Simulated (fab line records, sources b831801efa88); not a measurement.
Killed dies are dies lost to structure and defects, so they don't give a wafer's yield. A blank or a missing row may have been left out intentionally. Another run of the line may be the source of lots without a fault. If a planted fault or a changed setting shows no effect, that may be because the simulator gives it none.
fab line records -- flow sky130
record: lots: 10, wafers: 30, lastDay: 50
route steps=708 shown FIELD_ISO@3 VT_ADJUST_PCH@152 PAD_OPEN@708
lots untouched by any fault: they come from a run of this same line in which no faults occurred
startH: hours from the record's opening day to when the first of the lot's shown wafers began -- waitH: time in hours since the lot's previous step -- " as in the row above -- L1.1+2: a single row standing in for several wafers -- - no value present, or no start provided -- * or withheld: withheld -- < > ~ a bound
route shown NAME@n: a module of which the file shows steps, and the number in the route of the first -- usual: the fault-free wafers' mean and standard deviation -- same: alike in all rows -- chamber/n: place in a boat -- sites: the reading at each site -- _std_site: their standard deviation -- _edge_site: outer sites' mean less inner sites' -- radiusMm: for every site, how far away it sits from the centre of the wafer -- mask NAME#n: copy n -- behind: tool/chamber where the wafer was last shaped -- hold: reason for holding the lot/hours on hold/outcome of the hold -- device: the n, p or np transistor that did not switch -- end of line: the route-end tests of the same wafers -- a step with no rows: only its recipe -- killed: count of dies lost to structure and defects at first sort (not the wafer's yield) -- map: per-die view of a wafer (x killed, . not killed, _ where there is no die)
set.NAME: setting as actually run; set.NAME@STEP: the setting as run at that earlier step -- model.NAME: the simulator's own value behind a step, which no gauge read
the route's steps for a sample of lots (tables are steps, rows are wafers)
services: when a tool's chamber went out of use (startH, in hours from the record's first day, below 0 if earlier), for how many hours, and the reason
== steps ==
step: SKY_FIELD_ISO_THK_MEAS_02
recipe: reads: SiO2_of_FIELD_ISO_OXIDATION_01
usual: FIELD_ISO_OXIDATION_00_THK: 11.99/0.24
lot.wafer,tool,chamber,startH,waitH,FIELD_ISO_OXIDATION_00_THK[nm]
L666.1,filmMetro-03,-,16.63,0.0,12.37
L666.2,filmMetro-03,-,16.63,0.0,11.98
L666.3,filmMetro-03,-,16.63,0.0,12.19
L671.2,filmMetro-04,-,42.02,0.0,12.27
L671.3,filmMetro-04,-,42.02,0.0,12.35
L671.6,filmMetro-04,-,42.02,0.0,12.11
L675.2,filmMetro-01,-,63.12,0.0,11.45
L675.3,filmMetro-01,-,63.12,0.0,11.57
L675.4,filmMetro-01,-,63.12,0.0,11.42
L677.2,filmMetro-04,-,73.05,0.0,12.38
L677.3,filmMetro-04,-,73.05,0.0,12.29
L677.6,filmMetro-04,-,73.05,0.0,12.19
L678.2,filmMetro-04,-,76.64,0.0,11.80
L678.3,filmMetro-04,-,76.64,0.0,11.95
L678.4,filmMetro-04,-,76.64,0.0,12.07
L679.2,filmMetro-03,-,83.27,0.0,12.12
L679.4,filmMetro-03,-,83.27,0.0,12.04
L679.5,filmMetro-03,-,83.27,0.0,11.92
L682.2,filmMetro-04,-,97.83,0.0,12.04
L682.4,filmMetro-04,-,97.83,0.0,11.89
L682.5,filmMetro-04,-,97.83,0.0,11.88
L683.1,filmMetro-03,-,102.07,0.0,12.09
L683.2,filmMetro-03,-,102.07,0.0,11.80
L683.4,filmMetro-03,-,102.07,0.0,11.93
L686.3,filmMetro-01,-,117.42,0.0,11.63
L686.5,filmMetro-01,-,117.42,0.0,11.68
L686.6,filmMetro-01,-,117.42,0.0,11.62
L687.1,filmMetro-04,-,122.63,0.0,11.91
L687.3,filmMetro-04,-,122.63,0.0,11.99
L687.5,filmMetro-04,-,122.63,0.0,11.89
step: SKY_FIELD_ISO_ETCH_14
recipe: chemistry: N2/H2, target: BARC, ionEnergyEv: 200, sourceW: 500, biasW: 100, pressureMtorr: 30, n2FlowSccm: 100, h2FlowSccm: 200, stopOn: SiO2, timeS: 45.9, targetDepthA: 600
usual: drypumpMotorCurrentA: 5.7/0.57, oesProductAu: 0.854/0.0046, throttleValvePct: 13.225/0.011
lot.wafer,tool,chamber,startH,waitH,drypumpMotorCurrentA,oesProductAu,rfHoursCounterH,throttleValvePct
L666.1,rieDiel-01,1,34.86,0.1,5.0,0.860,70,13.228
L666.2,rieDiel-01,0,34.86,0.1,6.5,0.851,175,13.220
L666.3,rieDiel-01,3,34.86,0.1,5.2,0.854,52,13.204
L671.2,rieDiel-03,2,62.31,0.1,5.4,0.860,15,13.238
L671.3,rieDiel-03,1,62.31,0.1,6.2,0.856,137,13.224
L671.6,rieDiel-03,2,62.31,0.1,5.4,0.857,-,13.223
L675.2,rieDiel-02,0,82.01,0.1,5.7,0.856,115,13.231
L675.3,rieDiel-02,2,82.01,0.1,5.6,0.848,120,13.223
L675.4,rieDiel-02,3,82.01,0.1,5.0,0.857,83,13.245
L677.2,rieDiel-02,2,92.43,0.1,5.6,0.858,120,13.207
L677.3,rieDiel-02,1,92.43,0.1,5.3,0.850,123,13.235
L677.6,rieDiel-02,0,92.43,0.1,5.7,0.857,-,13.216
L678.2,rieDiel-02,0,96.08,0.1,5.7,0.857,115,13.231
L678.3,rieDiel-02,3,96.08,0.1,5.1,0.857,84,13.223
L678.4,rieDiel-02,1,96.08,0.1,5.3,0.850,123,13.235
L679.2,rieDiel-02,2,101.86,0.1,5.7,0.832,120,13.221
L679.4,rieDiel-02,0,101.86,0.1,5.7,0.823,115,13.217
L679.5,rieDiel-02,2,101.86,0.1,5.6,0.830,-,13.227
L682.2,rieDiel-02,1,116.70,0.1,5.3,0.828,124,13.229
L682.4,rieDiel-02,0,116.70,0.1,5.7,0.818,116,13.223
L682.5,rieDiel-02,1,116.70,0.1,5.3,0.830,-,13.218
L683.1,rieDiel-03,3,122.23,0.1,6.5,0.846,6,13.210
L683.2,rieDiel-03,2,122.23,0.1,5.4,0.862,16,13.213
L683.4,rieDiel-03,1,122.23,0.1,6.2,0.856,138,13.221
L686.3,rieDiel-01,0,140.05,0.1,6.4,0.852,1,13.233
L686.5,rieDiel-01,1,140.05,0.1,5.0,0.852,-,13.223
L686.6,rieDiel-01,2,140.05,0.1,6.4,0.864,-,13.228
L687.1,rieDiel-03,3,146.08,0.1,6.6,0.856,6,13.222
L687.3,rieDiel-03,1,146.08,0.1,6.2,0.856,-,13.250
L687.5,rieDiel-03,1,146.08,0.1,6.2,0.858,-,13.228
step: SKY_FIELD_ISO_ETCH_15
recipe: chemistry: CHF3/O2, targetDepthNm: 180, stopOn: Si, sourceW: 600, biasW: 200, pressureMtorr: 40, chf3FlowSccm: 50, O2_flow_sccm: 5, timeS: 72
usual: drypumpMotorCurrentA: 5.7/0.57, oesProductAu: 0.942/0.007, throttleValvePct: 8.842/0.01
lot.wafer,tool,chamber,startH,waitH,drypumpMotorCurrentA,oesProductAu,rfHoursCounterH,throttleValvePct
L666.1,rieDiel-01,1,34.90,0.0,5.0,0.946,70,8.848
L666.2,rieDiel-01,0,34.90,0.0,6.5,0.933,175,8.854
L666.3,rieDiel-01,3,34.90,0.0,5.2,0.941,52,8.848
L671.2,rieDiel-03,2,62.35,0.0,5.4,0.938,15,8.835
L671.3,rieDiel-03,1,62.35,0.0,6.2,0.939,137,8.843
L671.6,rieDiel-03,2,62.35,0.0,5.4,0.936,-,8.844
L675.2,rieDiel-02,0,82.05,0.0,5.7,0.941,115,8.842
L675.3,rieDiel-02,2,82.05,0.0,5.6,0.939,120,8.836
L675.4,rieDiel-02,3,82.05,0.0,5.0,0.939,83,8.843
L677.2,rieDiel-02,2,92.47,0.0,5.6,0.953,120,8.839
L677.3,rieDiel-02,1,92.47,0.0,5.2,0.943,123,8.833
L677.6,rieDiel-02,0,92.47,0.0,5.7,0.950,-,8.829
L678.2,rieDiel-02,0,96.12,0.0,5.7,0.945,115,8.826
L678.3,rieDiel-02,3,96.12,0.0,5.1,0.945,84,8.841
L678.4,rieDiel-02,1,96.12,0.0,5.2,0.936,123,8.838
L679.2,rieDiel-02,2,101.90,0.0,5.6,0.916,120,8.824
L679.4,rieDiel-02,0,101.90,0.0,5.7,0.867,115,8.821
L679.5,rieDiel-02,2,101.90,0.0,5.6,0.916,-,8.841
L682.2,rieDiel-02,1,116.75,0.0,5.3,0.921,124,8.834
L682.4,rieDiel-02,0,116.75,0.0,5.7,0.846,116,8.809
L682.5,rieDiel-02,1,116.75,0.0,5.3,0.910,-,8.827
L683.1,rieDiel-03,3,122.27,0.0,6.5,0.947,6,8.837
L683.2,rieDiel-03,2,122.27,0.0,5.4,0.946,16,8.840
L683.4,rieDiel-03,1,122.27,0.0,6.2,0.945,138,8.839
L686.3,rieDiel-01,0,140.10,0.0,6.4,0.940,1,8.839
L686.5,rieDiel-01,1,140.10,0.0,5.0,0.939,-,8.833
L686.6,rieDiel-01,2,140.10,0.0,6.4,0.938,-,8.852
L687.1,rieDiel-03,3,146.14,0.0,6.5,0.947,6,8.847
L687.3,rieDiel-03,1,146.14,0.0,6.1,0.949,-,8.859
L687.5,rieDiel-03,1,146.14,0.0,6.2,0.947,-,8.849
step: SKY_FIELD_ISO_STRIP_16
recipe: chemistry: O2/N2, powerW: 1400, pressureMtorr: 1500, platenTempC: withheld, o2FlowSccm: 3000, n2FlowSccm: 300, overashFraction: 0.5
usual: drypumpMotorCurrentA: 5.8/0.35, oesProductAu: 0.377/0.0042, stripTimeToEndpointS: 3.54/0.044
lot.wafer,tool,chamber,startH,waitH,drypumpMotorCurrentA,oesProductAu,rfHoursCounterH,stripTimeToEndpointS
L666.1,plasmaAsher-01,1,34.95,0.0,6.2,0.379,36,3.53
L666.2,plasmaAsher-01,0,34.95,0.0,5.3,0.377,36,3.51
L666.3,plasmaAsher-01,1,34.95,0.0,6.3,0.374,-,3.47
L671.2,plasmaAsher-01,1,62.40,0.0,6.2,0.380,39,3.59
L671.3,plasmaAsher-01,0,62.40,0.0,5.3,0.375,-,3.51
L671.6,plasmaAsher-01,0,62.40,0.0,5.3,0.384,-,3.59
L675.2,plasmaAsher-01,0,82.10,0.0,5.3,0.388,40,3.59
L675.3,plasmaAsher-01,1,82.10,0.0,6.3,0.384,-,3.49
L675.4,plasmaAsher-01,0,82.10,0.0,5.3,0.378,-,3.53
L677.2,plasmaAsher-03,0,92.53,0.0,6.3,0.374,24,3.50
L677.3,plasmaAsher-03,1,92.53,0.0,5.8,0.378,-,3.53
L677.6,plasmaAsher-03,1,92.53,0.0,5.7,0.384,-,3.60
L678.2,plasmaAsher-02,0,96.18,0.0,5.9,0.375,41,3.61
L678.3,plasmaAsher-02,1,96.18,0.0,5.6,0.382,-,3.55
L678.4,plasmaAsher-02,0,96.18,0.0,5.9,0.372,-,3.53
L679.2,plasmaAsher-01,1,101.95,0.0,6.3,0.390,43,3.66
L679.4,plasmaAsher-01,1,101.95,0.0,6.3,0.389,-,3.72
L679.5,plasmaAsher-01,1,101.95,0.0,6.3,0.388,-,3.65
L682.2,plasmaAsher-01,0,116.80,0.0,5.3,0.378,45,3.62
L682.4,plasmaAsher-01,1,116.80,0.0,6.3,0.386,-,3.71
L682.5,plasmaAsher-01,1,116.80,0.0,6.3,0.376,-,3.64
L683.1,plasmaAsher-03,0,122.32,0.0,6.3,0.377,27,3.58
L683.2,plasmaAsher-03,1,122.32,0.0,5.7,0.385,27,3.62
L683.4,plasmaAsher-03,0,122.32,0.0,6.3,0.378,-,3.55
L686.3,plasmaAsher-02,0,140.19,0.1,5.9,0.373,-,3.58
L686.5,plasmaAsher-02,1,140.19,0.1,5.6,0.383,-,3.57
L686.6,plasmaAsher-02,0,140.19,0.1,5.9,0.382,-,3.54
L687.1,plasmaAsher-02,1,146.22,0.1,5.6,0.385,46,3.61
L687.3,plasmaAsher-02,0,146.22,0.1,5.9,0.378,-,3.55
L687.5,plasmaAsher-02,0,146.22,0.1,5.9,0.379,-,3.52
step: SKY_FIELD_ISO_THK_MEAS_25
recipe: reads: SiO2_of_FIELD_ISO_CVD_24
usual: FIELD_ISO_CVD_24_THK: 598/6.1
lot.wafer,tool,chamber,startH,waitH,FIELD_ISO_CVD_24_THK[nm]
L666.1,filmMetro-03,-,36.70,0.0,593
L666.2,filmMetro-03,-,36.70,0.0,587
L666.3,filmMetro-03,-,36.70,0.0,599
L671.2,filmMetro-03,-,65.59,0.0,604
L671.3,filmMetro-03,-,65.59,0.0,600
L671.6,filmMetro-03,-,65.59,0.0,592
L675.2,filmMetro-01,-,84.58,0.0,594
L675.3,filmMetro-01,-,84.58,0.0,600
L675.4,filmMetro-01,-,84.58,0.0,599
L677.2,filmMetro-04,-,95.03,0.0,601
L677.3,filmMetro-04,-,95.03,0.0,602
L677.6,filmMetro-04,-,95.03,0.0,601
L678.2,filmMetro-01,-,98.51,0.0,584
L678.3,filmMetro-01,-,98.51,0.0,585
L678.4,filmMetro-01,-,98.51,0.0,586
L679.2,filmMetro-01,-,104.12,0.0,596
L679.4,filmMetro-01,-,104.12,0.0,598
L679.5,filmMetro-01,-,104.12,0.0,598
L682.2,filmMetro-04,-,119.57,0.0,601
L682.4,filmMetro-04,-,119.57,0.0,589
L682.5,filmMetro-04,-,119.57,0.0,595
L683.1,filmMetro-03,-,125.47,0.0,601
L683.2,filmMetro-03,-,125.47,0.0,601
L683.4,filmMetro-03,-,125.47,0.0,596
L686.3,filmMetro-03,-,143.11,0.1,596
L686.5,filmMetro-03,-,143.11,0.1,600
L686.6,filmMetro-03,-,143.11,0.1,597
L687.1,filmMetro-01,-,149.33,0.0,607
L687.3,filmMetro-01,-,149.33,0.0,598
L687.5,filmMetro-01,-,149.33,0.0,601
step: SKY_VT_ADJUST_PCH_STRIP_09
recipe: chemistry: O2/N2, powerW: 1400, pressureMtorr: 1500, platenTempC: withheld, o2FlowSccm: 3000, n2FlowSccm: 300, overashFraction: 0.5
usual: drypumpMotorCurrentA: 5.8/0.35, oesProductAu: 0.722/0.0044, stripTimeToEndpointS: 36.89/0.1
lot.wafer,tool,chamber,startH,waitH,drypumpMotorCurrentA,oesProductAu,rfHoursCounterH,stripTimeToEndpointS
L666.1,plasmaAsher-01,1,230.04,0.1,6.2,0.715,56,36.67
L666.2,plasmaAsher-01,0,230.04,0.1,5.3,0.717,56,36.87
L666.3,plasmaAsher-01,0,230.04,0.1,5.3,0.722,-,36.88
L671.2,plasmaAsher-03,1,274.84,0.1,5.7,0.718,42,36.75
L671.3,plasmaAsher-03,0,274.84,0.1,6.3,0.723,-,36.87
L671.6,plasmaAsher-03,0,274.84,0.1,6.3,0.722,-,36.87
L675.2,plasmaAsher-02,1,301.89,0.1,5.6,0.723,61,36.75
L675.3,plasmaAsher-02,1,301.89,0.1,5.6,0.718,-,36.73
L675.4,plasmaAsher-02,0,301.89,0.1,5.9,0.721,-,36.79
L677.2,plasmaAsher-01,0,319.94,0.1,5.3,0.723,65,36.95
L677.3,plasmaAsher-01,1,319.94,0.1,6.3,0.714,-,36.84
L677.6,plasmaAsher-01,0,319.94,0.1,5.3,0.733,-,36.97
L678.2,plasmaAsher-01,1,323.79,0.1,6.3,0.726,65,36.96
L678.3,plasmaAsher-01,1,323.79,0.1,6.3,0.714,-,37.03
L678.4,plasmaAsher-01,0,323.79,0.1,5.3,0.726,-,37.01
L679.2,plasmaAsher-03,1,329.84,0.1,5.7,0.721,47,36.81
L679.4,plasmaAsher-03,1,329.84,0.1,5.7,0.726,-,36.84
L679.5,plasmaAsher-03,0,329.84,0.1,6.3,0.723,-,36.87
L682.2,plasmaAsher-03,0,352.27,0.1,6.3,0.721,49,36.98
L682.4,plasmaAsher-03,0,352.27,0.1,6.3,0.722,-,36.94
L682.5,plasmaAsher-03,0,352.27,0.1,6.3,0.721,-,36.98
L683.1,plasmaAsher-03,1,360.39,0.1,5.7,0.718,50,36.99
L683.2,plasmaAsher-03,0,360.39,0.1,6.3,0.722,50,37.00
L683.4,plasmaAsher-03,0,360.39,0.1,6.3,0.726,-,36.97
L686.3,plasmaAsher-01,0,386.92,0.1,5.3,0.718,-,37.05
L686.5,plasmaAsher-01,1,386.92,0.1,6.3,0.717,-,37.10
L686.6,plasmaAsher-01,0,386.92,0.1,5.3,0.717,-,36.98
L687.1,plasmaAsher-01,1,400.62,0.2,6.2,0.724,73,36.87
L687.3,plasmaAsher-01,0,400.62,0.2,5.3,0.718,-,36.73
L687.5,plasmaAsher-01,1,400.62,0.2,6.2,0.720,-,36.90
step: SKY_PAD_OPEN_PROBE_99
usual: killed_at_M0_to_M3: 42/6.4, killed_at_M4_up: 3.2/1.9, killedAtContacts: 24/4.8, killedAtFrontEnd: 16/4.4, killedAtOther: 0.3/0.55, killedDies: 86/8.6, killedOnRim: 17/3.5, killedOpen: 46/6.6, killedShort: 39/5.7
same: grossDies: 492, killedAtBackSide: 0
lot.wafer,tool,chamber,startH,waitH,killed_at_M0_to_M3,killed_at_M4_up,killedAtContacts,killedAtFrontEnd,killedAtOther,killedDies,killedOnRim,killedOpen,killedShort
L671.2,prober-02,-,1120.31,0.1,34,2,23,14,0,73,11,33,40
L671.3,prober-02,-,1120.36,0.2,44,4,19,17,1,85,24,49,35
L671.6,prober-02,-,1120.51,0.2,40,5,32,12,1,90,13,49,40
L677.2,prober-01,-,1146.35,0.1,35,4,20,15,1,75,19,46,28
L677.3,prober-01,-,1146.40,0.2,54,0,25,18,1,98,15,61,36
L677.6,prober-01,-,1146.55,0.2,47,5,32,13,0,97,21,44,53
L679.2,prober-01,-,1153.97,0.1,47,3,22,28,0,100,21,40,50
L679.4,prober-01,-,1154.07,0.2,42,4,24,65,0,135,57,38,44
L679.5,prober-01,-,1154.12,0.2,29,2,33,30,0,94,19,51,26
L678.2,prober-02,-,1156.33,0.1,36,4,25,17,0,82,17,40,41
L678.3,prober-02,-,1156.38,0.2,48,6,23,10,0,87,17,42,43
L678.4,prober-02,-,1156.43,0.2,51,6,20,20,0,97,22,49,47
L682.2,prober-01,-,1172.42,0.1,50,3,29,25,0,107,27,53,39
L682.4,prober-01,-,1172.52,0.2,49,3,23,64,0,139,46,42,47
L682.5,prober-01,-,1172.57,0.2,37,1,27,36,0,101,29,44,31
killed by level:class
L671.2 CONTACT:geometricParticle:short=8 VIA2:geometricParticle:open=6 CONTACT:geometricParticle:open=6 VIA1:geometricParticle:open=6 FIELD_ISO:geometricParticle:short=5 POLY_GATE:geometricParticle:short=5 VIA3:geometricParticle:open=5 METAL2:geometricParticle:short=5
L671.3 VIA1:geometricParticle:open=11 VIA3:geometricParticle:open=10 CONTACT:geometricParticle:open=7 FIELD_ISO:geometricParticle:short=6 LI_CONTACT:geometricParticle:open=5 METAL1:geometricParticle:short=5 LOCAL_INTERCONNECT:geometricParticle:short=4 METAL4:geometricParticle:short=4
L671.6 CONTACT:geometricParticle:open=9 LI_CONTACT:geometricParticle:open=8 VIA1:geometricParticle:open=7 METAL1:geometricParticle:short=6 VIA3:geometricParticle:short=6 VIA3:geometricParticle:open=6 LOCAL_INTERCONNECT:geometricParticle:short=5 CONTACT:geometricParticle:short=5
L677.2 VIA1:geometricParticle:open=13 CONTACT:geometricParticle:open=7 LI_CONTACT:geometricParticle:open=5 METAL2:geometricParticle:short=5 FIELD_ISO:geometricParticle:open=4 VIA3:geometricParticle:open=4 FIELD_ISO:geometricParticle:short=3 POLY_GATE:geometricParticle:open=3
L677.3 VIA1:geometricParticle:open=14 CONTACT:geometricParticle:open=12 VIA2:geometricParticle:open=8 POLY_GATE:geometricParticle:open=7 VIA1:geometricParticle:short=5 VIA3:geometricParticle:open=4 LI_CONTACT:geometricParticle:open=4 LOCAL_INTERCONNECT:geometricParticle:short=4
L677.6 CONTACT:geometricParticle:open=9 LI_CONTACT:geometricParticle:open=8 VIA3:geometricParticle:open=8 LOCAL_INTERCONNECT:geometricParticle:short=7 CONTACT:geometricParticle:short=7 VIA1:geometricParticle:open=7 METAL1:geometricParticle:short=6 VIA1:geometricParticle:short=5
L679.2 METAL1:geometricParticle:short=11 VIA2:geometricParticle:open=10 FIELD_ISO:areaEtch=10 METAL2:geometricParticle:short=8 CONTACT:geometricParticle:open=6 VIA1:geometricParticle:open=6 LI_CONTACT:geometricParticle:open=5 LI_CONTACT:geometricParticle:short=5
L679.4 FIELD_ISO:areaEtch=52 VIA1:geometricParticle:open=11 CONTACT:geometricParticle:open=7 CONTACT:geometricParticle:short=5 METAL2:geometricParticle:short=5 VIA2:geometricParticle:open=5 FIELD_ISO:geometricParticle:short=4 METAL4:geometricParticle:short=4
L679.5 CONTACT:geometricParticle:open=18 FIELD_ISO:areaEtch=16 LI_CONTACT:geometricParticle:open=7 VIA1:geometricParticle:open=7 VIA3:geometricParticle:open=6 CONTACT:geometricParticle:short=5 FIELD_ISO:geometricParticle:open=4 VIA2:geometricParticle:open=4
L678.2 LI_CONTACT:geometricParticle:open=10 FIELD_ISO:geometricParticle:open=6 FIELD_ISO:geometricParticle:short=6 CONTACT:geometricParticle:open=6 VIA3:geometricParticle:short=6 METAL2:geometricParticle:short=5 VIA2:geometricParticle:open=5 CONTACT:geometricParticle:short=4
L678.3 CONTACT:geometricParticle:open=10 LI_CONTACT:geometricParticle:open=7 METAL1:geometricParticle:short=7 VIA1:geometricParticle:short=6 VIA1:geometricParticle:open=6 METAL2:geometricParticle:short=6 VIA2:geometricParticle:open=6 VIA3:geometricParticle:open=5
L678.4 VIA1:geometricParticle:open=11 CONTACT:geometricParticle:open=11 METAL2:geometricParticle:short=8 METAL1:geometricParticle:short=8 VIA2:geometricParticle:open=6 FIELD_ISO:geometricParticle:short=5 POLY_GATE:geometricParticle:short=5 LI_CONTACT:geometricParticle:open=5
L682.2 FIELD_ISO:areaEtch=14 CONTACT:geometricParticle:open=13 VIA1:geometricParticle:open=10 VIA2:geometricParticle:open=9 VIA3:geometricParticle:open=8 VIA1:geometricParticle:short=8 CONTACT:geometricParticle:short=7 LOCAL_INTERCONNECT:geometricParticle:short=5
L682.4 FIELD_ISO:areaEtch=50 METAL1:geometricParticle:short=8 VIA2:geometricParticle:open=8 VIA3:geometricParticle:short=8 CONTACT:geometricParticle:open=7 LI_CONTACT:geometricParticle:open=6 FIELD_ISO:geometricParticle:short=5 VIA3:geometricParticle:open=5
L682.5 FIELD_ISO:areaEtch=26 CONTACT:geometricParticle:open=13 LI_CONTACT:geometricParticle:open=7 METAL1:geometricParticle:short=6 VIA3:geometricParticle:open=6 VIA2:geometricParticle:open=5 VIA1:geometricParticle:open=5 METAL2:geometricParticle:short=4
== services ==
tool,chamber,startH,hours,kind
rieDiel-02,-,24.71,2.8,pm
rieDiel-03,-,27.31,11.2,repair
rieDiel-02,2,38.99,2.0,repair
rieDiel-03,3,46.41,7.9,repair
rieDiel-02,1,64.43,6.2,repair
rieDiel-01,1,70.59,3.3,repair
plasmaAsher-02,-,85.69,3.4,repair
plasmaAsher-02,-,86.68,9.3,repair
plasmaAsher-03,-,114.31,2.8,pm
rieDiel-03,0,129.47,19.7,repair
plasmaAsher-02,-,133.16,0.7,repair
rieDiel-03,2,144.74,12.1,repair
rieDiel-03,3,167.59,10.0,repair
plasmaAsher-01,-,172.26,2.8,pm
rieDiel-02,-,175.16,15.6,pm
rieDiel-03,-,219.63,2.8,pm
rieDiel-03,3,235.36,3.4,repair
rieDiel-02,0,281.57,12.0,repair
rieDiel-03,2,291.76,2.8,repair
rieDiel-02,1,331.12,4.4,repair
rieDiel-03,-,359.18,0.7,repair
rieDiel-03,2,371.83,4.8,repair
rieDiel-03,1,382.21,35.8,repair
rieDiel-02,1,384.63,5.1,repair
== key ==
firstSign: step: SKY_FIELD_ISO_ETCH_14, reading: oesProductAu, direction: down, sigmas: 6, usual: 0.854, struck: 0.827
effect: step: SKY_FIELD_ISO_ETCH_15, reading: oesProductAu, direction: down, sigmas: 6.6, usual: 0.942, struck: 0.896
effect: step: SKY_FIELD_ISO_STRIP_16, reading: stripTimeToEndpointS, direction: up, sigmas: 3, usual: *, struck: *
effect: step: SKY_PAD_OPEN_PROBE_99, reading: killedAtFrontEnd, direction: up, sigmas: 5.9, usual: 16, struck: 41
moreKillsBornAt: SKY_FIELD_ISO_ETCH_14@rieDiel-02: 168
metAt SKY_FIELD_ISO_ETCH_14
struckLots L679,L682
testerLeftOut L679,L682
notActingAt SKY_FIELD_ISO_THK_MEAS_02,SKY_FIELD_ISO_THK_MEAS_25,SKY_VT_ADJUST_PCH_STRIP_09
onsetBetween 96.08 101.86
fault: kind: processParameterDrift, tool: rieDiel-02, chamber: -, onsetH: 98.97, steps: SKY_FIELD_ISO_ETCH_14, channel: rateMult, offset: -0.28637, shape: step, endH: 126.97
testerLeftOut: of these lots the tester's yield and bins aren't shown, on N5 and GAA mostly nor the transistor test; their killed dies are dies lost to structure and defects alone, not to doping, threshold or leakage, so they don't give the yield
